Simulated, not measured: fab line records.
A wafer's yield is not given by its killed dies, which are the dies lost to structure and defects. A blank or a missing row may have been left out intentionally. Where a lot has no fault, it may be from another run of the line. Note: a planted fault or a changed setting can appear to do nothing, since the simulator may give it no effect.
Matching of chambers | flow sfq_line | rie_diel-01 running SFQ_TRILAYER_I3_VIA_BARC_OPEN_VIA_ETCH_121: 4 sister chambers
The step etches BARC in O2, target depth 125 nm, time 41.7 s. 16 wafers are shown with their chamber, then 8 later ones without.

## EACH WAFER AND ITS CHAMBER
wafer  | chamber | drypump_motor_current_A (A) | rf_fwd_power_W (W) | chamber_pressure_mTorr (mTorr)
L882.1 | 2       | 5.6                         | 489.6              | 29.977
L882.4 | 2       | 5.6                         | 490.5              | 29.994
L882.6 | 0       | 6.6                         | 496.1              | 29.992
L884.2 | 1       | 6.2                         | 498.5              | 29.970
L884.4 | 0       | 6.6                         | 495.9              | 29.987
L884.5 | 2       | 5.7                         | 488.7              | 30.013
L887.2 | 1       | 6.1                         | 494.4              | 29.952
L887.4 | 0       | 6.6                         | 495.9              | 30.042
L887.6 | 2       | 5.6                         | 490.7              | 29.982
L891.1 | 2       | 5.6                         | 488.5              | 29.993
L891.2 | 0       | 6.6                         | 498.2              | 30.053
L891.4 | 3       | 6.0                         | 495.9              | 29.995
L893.1 | 3       | 6.0                         | 496.7              | 29.994
L893.5 | 0       | 6.6                         | 495.1              | 30.000
L893.6 | 3       | 6.0                         | 495.9              | 29.953
L896.3 | 1       | 6.2                         | 494.9              | 29.975

SIGNATURES, as means of the wafers listed above
reading                 | chamber 0 | chamber 1 | chamber 2 | chamber 3 | scatter within a chamber
drypump_motor_current_A | 6.600     | 6.167     | 5.620     | 6.000     | 0.035
rf_fwd_power_W          | 496.240   | 495.933   | 489.600   | 496.167   | 1.29
chamber_pressure_mTorr  | 30.01480  | 29.96567  | 29.99180  | 29.98067  | 0.0222
Rule: for a wafer and a chamber, the distance is found by dividing, reading by reading, the gap between the wafer's reading and the chamber's mean by the reading's scatter, squaring, summing and taking the root. If the next closest chamber is less than 2 further off than the closest, the wafer can't be placed; otherwise it belongs to the closest. The scatter is the square root of a quotient: the sum, over the shown wafers, of each reading's squared deviation from its chamber's mean, divided by wafers minus chambers.

## WAFERS WITH NO CHAMBER GIVEN
wafer  | drypump_motor_current_A (A) | rf_fwd_power_W (W) | chamber_pressure_mTorr (mTorr)
L896.4 | 6.6                         | 494.9              | 30.019
L896.5 | 6.0                         | 496.8              | 30.019
L901.2 | 5.7                         | 489.2              | 30.060
L901.5 | 5.6                         | 489.9              | 30.015
L901.6 | 6.2                         | 495.0              | 29.933
L903.1 | 6.6                         | 495.9              | 30.058
L903.2 | 6.0                         | 495.3              | 30.010
L903.3 | 5.6                         | 490.1              | 29.941

## WHICH CHAMBER EACH WENT THROUGH
wafer  | from the rows above | in truth
L896.4 | 0                   | 0
L896.5 | 3                   | 3
L901.2 | 2                   | 2
L901.5 | 2                   | 2
L901.6 | 1                   | 1
L903.1 | 0                   | 0
L903.2 | 3                   | 3
L903.3 | 2                   | 2
Correct placement for 8 of the 8. Left unplaced by these rows: 0. Placed wrongly: 0.
